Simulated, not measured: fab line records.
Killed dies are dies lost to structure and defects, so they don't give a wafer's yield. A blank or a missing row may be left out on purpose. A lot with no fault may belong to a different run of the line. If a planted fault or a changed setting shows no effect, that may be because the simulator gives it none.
Which of the tools did it? + flow gf180mcu + 6 lots, 18 wafers sampled, at 3 steps of a route of 602

## WHAT THE GAUGES SHOWED, per wafer
GF_VT_IMPLANT_TW_MEAS_21.
| lot  | measured     | on            | VT_IMPLANT_2_TW |
|------|--------------|---------------|-----------------|
| L411 | day 7 03:17  | film metro-03 | 1213 1211 1220  |
| L414 | day 7 12:43  | film metro-01 | 1217 1222 1220  |
| L417 | day 8 15:20  | film metro-02 | 1228 1231 1230  |
| L420 | day 9 07:34  | film metro-03 | 1123 1122 1123  |
| L429 | day 11 18:26 | film metro-02 | 1225 1231 1229  |
| L431 | day 12 11:22 | film metro-03 | 1209 1213 1210  |

## EACH LOT AND THE TOOL THAT RAN IT (in order: tool; ch and the chambers of the sampled wafers; start)
| lot  | GF_MVSD_STRIP_10                     | GF_VT_IMPLANT_IMPLANT_19        |
|------|--------------------------------------|---------------------------------|
| L411 | plasma asher-02 ch 0,1, day 5 04:59  | implanter-02 ch 0, day 7 03:02  |
| L414 | plasma asher-01 ch 0,1, day 5 14:50  | implanter-01 ch 0, day 7 12:31  |
| L417 | plasma asher-01 ch 0,1, day 6 13:26  | implanter-02 ch 0, day 8 15:05  |
| L420 | plasma asher-01 ch 0,1, day 7 04:41  | implanter-02 ch 0, day 9 07:19  |
| L429 | plasma asher-01 ch 0,1, day 9 11:15  | implanter-01 ch 0, day 11 18:11 |
| L431 | plasma asher-01 ch 0,1, day 10 02:44 | implanter-02 ch 0, day 12 11:07 |
- GF_MVSD_STRIP_10: strips in O2/N2.
- GF_VT_IMPLANT_IMPLANT_19

## THE ANSWER, worked out from the rows above alone
Rule: the lots themselves supply what counts as usual. The widest of any qualifying gaps counts: lots, ordered by their means at a reading, are off when they make up no more than a third of the lots, leave a main group of 4 or more, and stand apart from it by 3 or more times the standard deviation of that group's means. The tables above print the reading to a certain number of digits; a main group whose means all agree to those digits is not used. Also off: a lot with no number at a reading for which 4 or more lots have one. Where the step has rows for the other lots, those lots are counted as sound.
Off: L420, seen at GF_VT_IMPLANT_TW_MEAS_21 (VT_IMPLANT_2_TW). Main group: mean 1221, sd 7.4.
If a tool, at a process step before that reading, ran all the lots that are off and no sound lot after the first of them, it fits. Those tools and the gauges at GF_VT_IMPLANT_TW_MEAS_21 are tried in the same way. None of those tried fits.

## WHAT THE SIMULATOR HAD INSERTED
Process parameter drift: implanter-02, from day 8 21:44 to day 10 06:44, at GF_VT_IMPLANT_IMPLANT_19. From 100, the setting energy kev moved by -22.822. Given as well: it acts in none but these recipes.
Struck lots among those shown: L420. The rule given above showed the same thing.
